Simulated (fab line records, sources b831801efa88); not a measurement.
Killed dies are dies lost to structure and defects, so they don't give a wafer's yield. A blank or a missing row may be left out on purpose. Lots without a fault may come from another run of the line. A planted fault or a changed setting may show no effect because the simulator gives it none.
fab line records | flow sky130
record lots=6 wafers=18 last_day=50
route steps=708 shown VT_ADJUST_LVTN@116 VT_ADJUST_NCORE@119 VT_ADJUST_HVTR@131 PAD_OPEN@708
lots that met no fault: from a run of the same line without faults
start_h: hours from the record's first day to the start of the lot's first wafer shown | wait_h: hours since the lot's step before | " the same as in the row above | L1.1+2: a row that stands for several wafers | - no value, or no start given | * or withheld: withheld | < > ~ a bound
route shown NAME@n: a module of which the file shows steps, and the number in the route of the first | usual: mean/standard deviation of fault-free wafers | same: alike in all rows | chamber/n: place in a boat | sites: the reading at each site | _std_site: their standard deviation | _edge_site: outer sites' mean less inner sites' | radius_mm: how far each site lies from the wafer's centre | mask NAME#n: copy n | behind: the tool/chamber that last shaped the wafer | hold: why the lot was held/for how many hours/how that ended | device: the transistor (n, p or np) that didn't switch | end of line: the same wafers' tests at the end of the route | a step without rows: its recipe alone | killed: dies lost to structure and defects at the first sort, not the wafer's yield | map: a wafer's dies, x killed, . not, _ none there
set.NAME: the setting as run; set.NAME@STEP: as run at that earlier step | model.NAME: the simulator's own value behind a step, which no gauge read
lots at some steps of the route; a table a step, a row a wafer
services: from which hour (start_h, from the record's first day; less than 0 if before it) a tool's chamber was out of use, for how many hours, and why
## steps
# step SKY_VT_ADJUST_LVTN_IMPLANT_19
# recipe species=B energy_kev=30 dose_cm2=6.5e+11 tilt_deg=withheld
# step SKY_VT_ADJUST_LVTN_STRIP_20
# recipe chemistry=O2/N2 power_w=1400 pressure_mtorr=1500 platen_temp_c=withheld o2_flow_sccm=3000 n2_flow_sccm=300 overash_fraction=0.5
# usual drypump_motor_current_A=5.6/0.48 oes_product_au=0.715/0.0042 strip_time_to_endpoint_s=14.16/0.043
# columns lot.wafer tool chamber start_h wait_h drypump_motor_current_A oes_product_au rf_hours_counter_h strip_time_to_endpoint_s
L956.2 plasma_asher-04 0 208.48 0.1 5.8 0.710 52 14.20
L956.3 " 1 " " 6.2 0.716 - 14.13
L956.4 " 0 " " 5.8 0.717 - 14.16
L960.1 plasma_asher-04 0 243.51 0.1 5.8 0.709 56 14.17
L960.2 " 1 " " 6.3 0.715 56 14.14
L960.6 " 0 " " 5.8 0.716 - 14.12
L962.1 plasma_asher-01 1 253.17 0.1 5.5 0.716 57 14.20
L962.4 " 1 " " 5.5 0.708 - 14.22
L962.5 " 1 " " 5.4 0.711 - 14.22
L963.1 plasma_asher-01 0 260.52 0.1 5.1 0.722 58 14.18
L963.3 " 1 " " 5.5 0.716 - 14.19
L963.5 " 0 " " 5.1 0.726 - 14.22
L965.2 plasma_asher-04 1 277.86 0.2 6.3 0.719 59 14.15
L965.5 " 0 " " 5.8 0.717 - 14.12
L965.6 " 1 " " 6.3 0.710 - 14.19
L972.2 plasma_asher-03 0 323.37 0.1 5.3 0.721 19 14.17
L972.3 " 0 " " 5.3 0.716 - 14.21
L972.6 " 0 " " 5.3 0.714 - 14.20
# step SKY_VT_ADJUST_LVTN_TW_MEAS_21
# usual VT_ADJUST_LVTN_2_TW=187.3/1.7
# columns lot.wafer tool chamber start_h wait_h VT_ADJUST_LVTN_2_TW
L956.2 film_metro-04 - 208.59 0.1 185.5
L956.3 " - " " 185.8
L956.4 " - " " 185.5
L960.1 film_metro-04 - 243.61 0.1 185.2
L960.2 " - " " 185.6
L960.6 " - " " 186.0
L962.1 film_metro-04 - 253.27 0.1 185.1
L962.4 " - " " 185.8
L962.5 " - " " 186.4
L963.1 film_metro-04 - 260.62 0.1 186.6
L963.3 " - " " 185.1
L963.5 " - " " 185.5
L965.2 film_metro-02 - 277.97 0.1 189.0
L965.5 " - " " 189.1
L965.6 " - " " 189.3
L972.2 film_metro-03 - 323.48 0.1 187.7
L972.3 " - " " 187.5
L972.6 " - " " 187.3
# step SKY_VT_ADJUST_NCORE_DEHYDRATE_00
# recipe temp_c=200 time_s=60
# step SKY_VT_ADJUST_NCORE_HMDS_01
# recipe prime_time_s=60 prime_temp_c=120
# step SKY_VT_ADJUST_NCORE_COAT_02
# recipe resist=NOVOLAK spin_rpm=3000 resist_thk_nm=1140
# step SKY_VT_ADJUST_NCORE_SOFTBAKE_03
# recipe temp_c=90 time_s=60 resist=NOVOLAK
# step SKY_VT_ADJUST_NCORE_EXPOSE_04
# recipe mask_id=LVTN_COMPLEMENT_THIN na=0.6 source_shape=conventional sigma_outer=0.6 polarization=unpolarized target_cd_nm=380 dose_mj=139
# step SKY_VT_ADJUST_NCORE_PEB_05
# recipe temp_c=withheld time_s=* resist=NOVOLAK
# step SKY_VT_ADJUST_NCORE_DEVELOP_06
# recipe resist=NOVOLAK developer=TMAH develop_time_s=60 dev_temp_c=23
# step SKY_VT_ADJUST_NCORE_CD_MEAS_07
# recipe target_cd_nm=380
# usual cd_nm=379.7/2.4
# columns lot.wafer tool chamber start_h wait_h cd_nm
L956.2 cd_sem-01 - 230.23 0.1 379.1
L956.3 " - " " 377.5
L956.4 " - " " 377.6
L960.1 cd_sem-01 - 266.62 0.1 381.3
L960.2 " - " " 380.0
L960.6 " - " " 381.5
L962.1 cd_sem-01 - 277.22 0.1 383.6
L962.4 " - " " 378.6
L962.5 " - " " 381.9
L963.1 cd_sem-01 - 284.66 0.1 378.0
L963.3 " - " " 377.5
L963.5 " - " " 376.5
L965.2 cd_sem-02 - 303.24 0.1 375.8
L965.5 " - " " 374.9
L965.6 " - " " 374.7
L972.2 cd_sem-01 - 350.19 0.1 377.9
L972.3 " - " " 378.0
L972.6 " - " " 378.6
# step SKY_VT_ADJUST_NCORE_OVL_MEAS_08
# usual VT_ADJUST_NCORE_OVL=-0.4/1.3
# columns lot.wafer tool chamber start_h wait_h VT_ADJUST_NCORE_OVL[nm]
L956.2 overlay-01 - 230.33 0.1 -1.2
L956.3 " - " " -1.0
L956.4 " - " " -1.4
L960.1 overlay-02 - 266.74 0.1 1.8
L960.2 " - " " 2.1
L960.6 " - " " 1.4
L962.1 overlay-02 - 277.34 0.1 2.5
L962.4 " - " " -0.2
L962.5 " - " " 1.6
L963.1 overlay-02 - 284.78 0.1 0.5
L963.3 " - " " 1.1
L963.5 " - " " 0.6
L965.2 overlay-02 - 303.34 0.1 1.0
L965.5 " - " " -1.2
L965.6 " - " " -0.8
L972.2 overlay-02 - 350.29 0.1 -0.6
L972.3 " - " " -1.7
L972.6 " - " " -1.4
# step SKY_VT_ADJUST_NCORE_IMPLANT_09
# recipe species=B energy_kev=10 dose_cm2=2.4e+12 tilt_deg=withheld
# usual beam_energy_keV=9.9999/0.0029
# columns lot.wafer tool chamber start_h wait_h beam_energy_keV model.implant.rp_nm model.implant.drp_nm
L956.2 implanter-03 0 230.39 0.0 10.003 32.92 17.11
L956.3 " 0 " " 10.005 32.92 17.11
L956.4 " 0 " " 9.9983 32.92 17.11
L960.1 implanter-04 0 266.78 0.0 9.9947 33.62 17.11
L960.2 " 0 " " 9.9982 33.62 17.11
L960.6 " 0 " " 9.9967 33.62 17.11
L962.1 implanter-03 0 277.38 0.0 9.9991 33.68 17.11
L962.4 " 0 " " 9.9982 33.68 17.11
L962.5 " 0 " " 10.003 33.68 17.11
L963.1 implanter-04 0 284.81 0.0 6.1495 21.95 12.17
L963.3 " 0 " " 6.1528 21.95 12.17
L963.5 " 0 " " 6.1555 21.95 12.17
L965.2 implanter-04 0 303.40 0.0 6.1534 21.78 12.17
L965.5 " 0 " " 6.1548 21.78 12.17
L965.6 " 0 " " 6.1466 21.78 12.17
L972.2 implanter-01 0 350.35 0.0 9.9991 33.32 17.11
L972.3 " 0 " " 9.9903 33.32 17.11
L972.6 " 0 " " 9.9975 33.32 17.11
# step SKY_VT_ADJUST_NCORE_STRIP_10
# recipe chemistry=O2/N2 power_w=1400 pressure_mtorr=1500 platen_temp_c=withheld o2_flow_sccm=3000 n2_flow_sccm=300 overash_fraction=0.5
# usual drypump_motor_current_A=5.7/0.39 oes_product_au=0.716/0.0045 strip_time_to_endpoint_s=14.18/0.039
# columns lot.wafer tool chamber start_h wait_h drypump_motor_current_A oes_product_au rf_hours_counter_h strip_time_to_endpoint_s
L956.2 plasma_asher-04 1 230.51 0.1 6.3 0.719 54 14.12
L956.3 " 0 " " 5.8 0.715 - 14.19
L956.4 " 1 " " 6.3 0.714 - 14.20
L960.1 plasma_asher-02 0 266.93 0.1 5.7 0.722 43 14.19
L960.2 " 1 " " 5.8 0.714 43 14.22
L960.6 " 1 " " 5.8 0.715 - 14.24
L962.1 plasma_asher-03 1 277.53 0.1 4.9 0.719 15 14.15
L962.4 " 1 " " 4.9 0.723 - 14.19
L962.5 " 0 " " 5.3 0.718 - 14.22
L963.1 plasma_asher-03 0 284.96 0.1 5.3 0.714 16 14.23
L963.3 " 0 " " 5.3 0.713 - 14.18
L963.5 " 1 " " 4.9 0.721 - 14.21
L965.2 plasma_asher-02 1 303.52 0.1 5.8 0.723 47 14.12
L965.5 " 0 " " 5.7 0.715 - 14.15
L965.6 " 1 " " 5.8 0.714 - 14.11
L972.2 plasma_asher-02 1 350.47 0.1 5.8 0.713 51 14.27
L972.3 " 1 " " 5.8 0.723 - 14.24
L972.6 " 0 " " 5.7 0.715 - 14.21
# step SKY_VT_ADJUST_NCORE_TW_MEAS_11
# usual VT_ADJUST_NCORE_TW=218.3/2
# columns lot.wafer tool chamber start_h wait_h VT_ADJUST_NCORE_TW
L956.2 film_metro-01 - 230.62 0.1 221.1
L956.3 " - " " 221.3
L956.4 " - " " 221.1
L960.1 film_metro-04 - 267.03 0.1 217.0
L960.2 " - " " 217.2
L960.6 " - " " 218.3
L962.1 film_metro-01 - 277.63 0.1 220.6
L962.4 " - " " 219.9
L962.5 " - " " 222.2
L963.1 film_metro-01 - 285.07 0.1 196.5
L963.3 " - " " 197.9
L963.5 " - " " 197.2
L965.2 film_metro-03 - 303.63 0.1 195.7
L965.5 " - " " 195.7
L965.6 " - " " 194.5
L972.2 film_metro-01 - 350.58 0.1 219.7
L972.3 " - " " 219.5
L972.6 " - " " 218.7
# step SKY_VT_ADJUST_HVTR_DEHYDRATE_00
# recipe temp_c=200 time_s=60
# step SKY_PAD_OPEN_PROBE_99
# usual killed_at_M0_to_M3=44/6.5 killed_at_M4_up=3.3/1.7 killed_at_contacts=25/5.3 killed_at_front_end=15/5 killed_at_other=0.2/0.47 killed_dies=87/9.9 killed_open=47/8 killed_short=39/6.1
# same gross_dies=492 killed_at_back_side=0
# columns lot.wafer tool chamber start_h wait_h killed_at_M0_to_M3 killed_at_M4_up killed_at_contacts killed_at_front_end killed_at_other killed_dies killed_open killed_short model.etest.nfet_16v.r_on_ohm_um model.etest.pfet_16v.r_on_ohm_um model.etest.pfet_g5v0d10v5.r_on_ohm_um model.etest.res_pwell_under_gate.rs_ohm_sq model.etest.pfet_g5v0d10v5.drive_ua_um model.etest.pfet_16v.drive_ua_um model.etest.nfet_16v.drive_ua_um model.etest.pfet_g5v0d10v5.off_log10_a_um
L956.3 prober-02 - 1116.51 0.2 52 6 37 18 0 113 73 40 1.424e+04 1.56e+04 4763 2323 338.9 240.8 217.7 -12.71
L956.4 prober-02 - 1116.56 0.2 57 5 32 18 0 112 51 61 1.423e+04 1.576e+04 4804 2325 336.9 239.2 221.3 -12.74
L960.1 prober-02 - 1147.82 0.1 59 4 25 15 0 103 53 50 1.406e+04 1.53e+04 4757 2289 341.3 241 221.2 -12.68
L960.2 prober-02 - 1147.87 0.1 38 2 31 19 0 90 45 45 1.419e+04 1.55e+04 4837 2305 335.4 238.7 217.8 -12.79
L960.6 prober-02 - 1148.07 0.2 41 2 18 11 0 72 40 32 1.415e+04 1.544e+04 4862 2279 331.6 240.9 218.6 -12.8
L962.1 prober-02 - 1154.23 0.1 41 2 28 13 0 84 34 50 1.419e+04 1.526e+04 4755 2310 343.5 245.8 221 -12.4
L962.4 prober-02 - 1154.38 0.2 49 4 24 20 0 97 54 43 1.423e+04 1.529e+04 4744 2301 344.4 243.5 219.6 -12.27
L962.5 prober-02 - 1154.43 0.2 48 2 29 6 0 85 45 40 1.431e+04 1.528e+04 4696 2310 344.9 246.5 217.6 -12.11
L963.1 prober-01 - 1161.68 0.1 55 2 23 8 0 88 52 36 1.334e+04 1.562e+04 4986 2318 320.8 233.9 230.4 -13.61
L963.3 prober-01 - 1161.78 0.2 49 3 29 8 0 89 44 45 1.328e+04 1.561e+04 4913 2303 327.1 233.1 233.5 -13.61
L963.5 prober-01 - 1161.88 0.2 42 5 21 18 0 86 52 34 1.337e+04 1.566e+04 5056 2304 319.3 231.7 231.2 -13.57
L965.2 prober-02 - 1173.70 0.1 41 4 16 15 0 76 42 34 1.36e+04 1.61e+04 5041 2341 318.6 231.4 224.5 -13.64
L965.5 prober-02 - 1173.85 0.2 43 6 21 23 0 93 52 41 1.358e+04 1.636e+04 4911 2351 324.6 230 225.8 -13.59
L965.6 prober-02 - 1173.90 0.2 43 3 21 4 2 73 45 28 1.378e+04 1.614e+04 5035 2360 318.8 228.8 220.3 -13.6
L972.2 prober-02 - 1200.44 0.1 40 4 25 11 0 80 43 37 1.408e+04 1.494e+04 4608 2270 353.1 253.1 228 -12.31
L972.3 prober-02 - 1200.49 0.2 49 4 28 25 0 106 54 52 1.424e+04 1.521e+04 4778 2257 342 247.6 221.3 -12.58
L972.6 prober-02 - 1200.64 0.2 43 4 19 7 0 73 44 29 1.414e+04 1.516e+04 4579 2252 352.9 251.9 227.9 -12.36
# killed by level:class
L956.3 CONTACT:geometric_particle:open=16 VIA1:geometric_particle:open=12 LI_CONTACT:geometric_particle:open=11 VIA3:geometric_particle:open=9 VIA1:geometric_particle:short=8 METAL1:geometric_particle:short=8 CONTACT:geometric_particle:short=5 VIA2:geometric_particle:open=5
L956.4 CONTACT:geometric_particle:open=10 CONTACT:geometric_particle:short=9 VIA1:geometric_particle:short=9 VIA1:geometric_particle:open=8 VIA3:geometric_particle:short=8 LI_CONTACT:geometric_particle:open=7 VIA2:geometric_particle:open=7 FIELD_ISO:geometric_particle:open=6
L960.1 LI_CONTACT:geometric_particle:open=10 VIA3:geometric_particle:open=8 METAL2:geometric_particle:short=7 CONTACT:geometric_particle:open=7 VIA1:geometric_particle:open=7 VIA2:geometric_particle:short=6 METAL1:geometric_particle:short=5 VIA1:geometric_particle:short=5
L960.2 VIA1:geometric_particle:open=12 LI_CONTACT:geometric_particle:open=9 FIELD_ISO:geometric_particle:short=6 LI_CONTACT:geometric_particle:short=6 CONTACT:geometric_particle:open=6 VIA2:geometric_particle:open=6 CONTACT:geometric_particle:short=5 POLY_GATE:geometric_particle:short=4
L960.6 CONTACT:geometric_particle:open=8 VIA1:geometric_particle:open=8 VIA2:geometric_particle:open=6 CONTACT:geometric_particle:short=5 METAL2:geometric_particle:short=5 VIA3:geometric_particle:open=5 POLY_GATE:geometric_particle:short=4 FIELD_ISO:geometric_particle:open=3
L962.1 METAL1:geometric_particle:short=12 LI_CONTACT:geometric_particle:open=10 CONTACT:geometric_particle:open=9 VIA1:geometric_particle:open=7 FIELD_ISO:geometric_particle:short=5 POLY_GATE:geometric_particle:short=5 CONTACT:geometric_particle:short=5 VIA1:geometric_particle:short=5
L962.4 VIA1:geometric_particle:open=10 CONTACT:geometric_particle:open=9 VIA3:geometric_particle:open=9 VIA1:geometric_particle:short=8 METAL2:geometric_particle:short=6 FIELD_ISO:geometric_particle:open=5 LOCAL_INTERCONNECT:geometric_particle:short=5 FIELD_ISO:geometric_particle:short=4
L962.5 VIA1:geometric_particle:open=16 LI_CONTACT:geometric_particle:open=8 CONTACT:geometric_particle:open=7 METAL2:geometric_particle:short=6 VIA2:geometric_particle:open=6 LOCAL_INTERCONNECT:geometric_particle:short=5 CONTACT:geometric_particle:short=5 LI_CONTACT:geometric_particle:short=4
L963.1 VIA1:geometric_particle:open=17 CONTACT:geometric_particle:open=13 VIA2:geometric_particle:open=8 METAL1:geometric_particle:short=7 LI_CONTACT:geometric_particle:open=6 VIA3:geometric_particle:open=6 VIA1:geometric_particle:short=5 METAL2:geometric_particle:short=4
L963.3 VIA1:geometric_particle:open=13 CONTACT:geometric_particle:open=10 LI_CONTACT:geometric_particle:open=7 CONTACT:geometric_particle:short=7 METAL1:geometric_particle:short=7 VIA1:geometric_particle:short=6 FIELD_ISO:geometric_particle:short=5 VIA2:geometric_particle:open=5
L963.5 CONTACT:geometric_particle:open=13 VIA1:geometric_particle:open=11 VIA3:geometric_particle:open=8 FIELD_ISO:geometric_particle:short=6 VIA2:geometric_particle:open=6 VIA3:geometric_particle:short=4 FIELD_ISO:geometric_particle:open=3 POLY_GATE:geometric_particle:open=3
L965.2 VIA1:geometric_particle:open=12 METAL1:geometric_particle:short=9 FIELD_ISO:geometric_particle:open=7 VIA2:geometric_particle:open=7 CONTACT:geometric_particle:open=5 FIELD_ISO:geometric_particle:short=3 LI_CONTACT:geometric_particle:open=3 LOCAL_INTERCONNECT:geometric_particle:short=3
L965.5 CONTACT:geometric_particle:open=11 VIA1:geometric_particle:open=9 VIA3:geometric_particle:open=7 FIELD_ISO:geometric_particle:open=6 POLY_GATE:geometric_particle:short=6 METAL2:geometric_particle:short=6 FIELD_ISO:geometric_particle:short=5 POLY_GATE:geometric_particle:open=4
L965.6 VIA1:geometric_particle:open=10 VIA2:geometric_particle:open=8 CONTACT:geometric_particle:open=7 VIA3:geometric_particle:open=5 LI_CONTACT:geometric_particle:open=5 LOCAL_INTERCONNECT:geometric_particle:short=5 METAL1:geometric_particle:open=4 METAL1:geometric_particle:short=4
L972.2 VIA1:geometric_particle:open=10 CONTACT:geometric_particle:open=8 LI_CONTACT:geometric_particle:open=6 LOCAL_INTERCONNECT:geometric_particle:short=5 METAL1:geometric_particle:short=4 VIA1:geometric_particle:short=4 VIA2:geometric_particle:open=4 VIA3:geometric_particle:open=4
L972.3 CONTACT:geometric_particle:open=12 VIA1:geometric_particle:open=11 FIELD_ISO:geometric_particle:open=7 POLY_GATE:geometric_particle:short=7 VIA2:geometric_particle:short=6 FIELD_ISO:geometric_particle:short=5 POLY_GATE:geometric_particle:open=5 LOCAL_INTERCONNECT:geometric_particle:short=5
L972.6 VIA1:geometric_particle:open=14 CONTACT:geometric_particle:open=8 CONTACT:geometric_particle:short=5 VIA2:geometric_particle:open=5 VIA1:geometric_particle:short=4 METAL2:geometric_particle:short=4 FIELD_ISO:geometric_particle:open=3 METAL1:geometric_particle:short=3
## services
# columns tool chamber start_h hours kind
implanter-01 - 197.09 13.6 pm
implanter-04 - 248.12 0.5 repair
implanter-01 - 252.97 3.5 pm
implanter-03 - 262.80 6.1 pm
implanter-03 - 270.13 1.3 repair
plasma_asher-02 - 277.14 3.4 repair
plasma_asher-03 - 288.54 15.6 pm
implanter-04 - 289.56 0.9 repair
plasma_asher-01 - 296.90 3.4 repair
implanter-01 - 302.80 3.9 repair
plasma_asher-02 - 307.31 1.4 repair
implanter-03 - 312.48 1.0 repair
## key
first_sign step=SKY_VT_ADJUST_NCORE_IMPLANT_09 reading=beam_energy_keV direction=down sigmas=99+ usual=* struck=*
effect step=SKY_VT_ADJUST_NCORE_TW_MEAS_11 reading=VT_ADJUST_NCORE_TW direction=down sigmas=11 usual=218.3 struck=196.2
model_effect step=SKY_VT_ADJUST_NCORE_IMPLANT_09 value=implant.rp_nm without=32.48 struck=21.86
model_effect step=SKY_PAD_OPEN_PROBE_99 value=etest.nfet_16v.r_on_ohm_um without=1.412e+04 struck=1.349e+04
met_at SKY_VT_ADJUST_NCORE_IMPLANT_09
struck_wafers L963.1,L963.3,L963.5,L965.2,L965.5,L965.6
tester_left_out L963,L965
onset_between 266.78 284.81
fault kind=process_parameter_drift tool=implanter-04 chamber=- onset_h=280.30 steps=SKY_VT_ADJUST_NCORE_IMPLANT_09 channel=energy_kev offset=* shape=step end_h=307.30 acts_in=* stated=*
# tester_left_out: of these lots the tester's yield and bins aren't shown, on N5 and GAA mostly nor the transistor test; their killed dies are dies lost to structure and defects alone, not to doping, threshold or leakage, so they don't give the yield
